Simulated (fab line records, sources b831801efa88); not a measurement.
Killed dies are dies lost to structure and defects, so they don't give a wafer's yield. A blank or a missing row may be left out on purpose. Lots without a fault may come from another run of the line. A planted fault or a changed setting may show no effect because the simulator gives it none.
Chamber matching | flow sfq_line | SFQ_TRILAYER_I1_CMP_CMP_046 on cmp-02: 4 sister chambers
The step polishes SiO2. 18 wafers are shown with their chamber, then 9 later ones without.

WAFERS WITH THEIR CHAMBER
wafer  | chamber | motor_current_A (A) | time_to_endpoint_s (s) | edge_zone_pressure_frac
L781.3 | 3       | 9.7                 | 205                    | 1.000
L781.4 | 0       | 10.2                | 221                    | 0.991
L781.6 | 3       | 9.6                 | 211                    | 1.011
L783.3 | 3       | 9.8                 | 207                    | 1.000
L783.4 | 2       | 9.5                 | 236                    | 0.999
L783.1 | 1       | 10.4                | 215                    | 0.995
L784.2 | 2       | 9.9                 | 224                    | 1.000
L784.3 | 0       | 10.5                | 216                    | 1.003
L784.4 | 3       | 9.6                 | 219                    | 0.993
L788.3 | 2       | 9.3                 | 218                    | 1.001
L788.5 | 2       | 9.7                 | 222                    | 1.005
L788.6 | 1       | 10.3                | 214                    | 0.997
L796.1 | 3       | 9.5                 | 222                    | 1.000
L796.4 | 1       | 10.2                | 226                    | 0.992
L796.6 | 2       | 9.6                 | 234                    | 1.001
L800.2 | 0       | 10.2                | 220                    | 0.995
L800.3 | 3       | 9.9                 | 208                    | 1.004
L800.5 | 0       | 10.7                | 224                    | 1.011

SIGNATURES (means of the wafers above)
reading                 | chamber 0 | chamber 1 | chamber 2 | chamber 3 | scatter within a chamber
motor_current_A         | 10.400    | 10.300    | 9.600     | 9.683     | 0.191
time_to_endpoint_s      | 220.25    | 218.33    | 226.80    | 212.00    | 6.58
edge_zone_pressure_frac | 1.00000   | 0.99467   | 1.00120   | 1.00133   | 0.00564
Rule: a wafer's distance from a chamber is the root of the sum, over the readings, of the square of ((its reading less the chamber's mean) divided by the reading's scatter). The wafer belongs to the nearest chamber; if the next one is less than 2 further off, it can't be placed. The scatter: the root of (the sum of the squares of (reading less its chamber's mean) over the shown wafers, divided by (wafers less chambers)).

WAFERS WITHOUT THEIR CHAMBER
wafer  | motor_current_A (A) | time_to_endpoint_s (s) | edge_zone_pressure_frac
L801.2 | 10.7                | 213                    | 0.991
L801.4 | 9.8                 | 216                    | 0.999
L801.6 | 9.9                 | 219                    | 1.009
L802.2 | 9.6                 | 212                    | 1.005
L802.1 | 9.7                 | 215                    | 0.998
L802.6 | 9.2                 | 216                    | 1.007
L803.2 | 9.9                 | 211                    | 1.007
L803.1 | 9.5                 | 213                    | 1.011
L803.6 | 9.6                 | 221                    | 1.005

WHICH CHAMBER EACH WENT THROUGH
wafer  | from the rows above               | in truth
L801.2 | can't be placed: 1 or 0           | 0
L801.4 | can't be placed: 3 or 2 or 1      | 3
L801.6 | can't be placed: 3 or 2 or 0 or 1 | 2
L802.2 | can't be placed: 3 or 2           | 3
L802.1 | can't be placed: 3 or 2           | 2
L802.6 | can't be placed: 3 or 2           | 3
L803.2 | can't be placed: 3 or 2 or 0 or 1 | 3
L803.1 | can't be placed: 3 or 2           | 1
L803.6 | can't be placed: 2 or 3           | 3
Placed correctly: 0 of 9. Can't be placed from these rows: 9 (the true chamber is among the candidates in 8). Placed wrongly: 0.
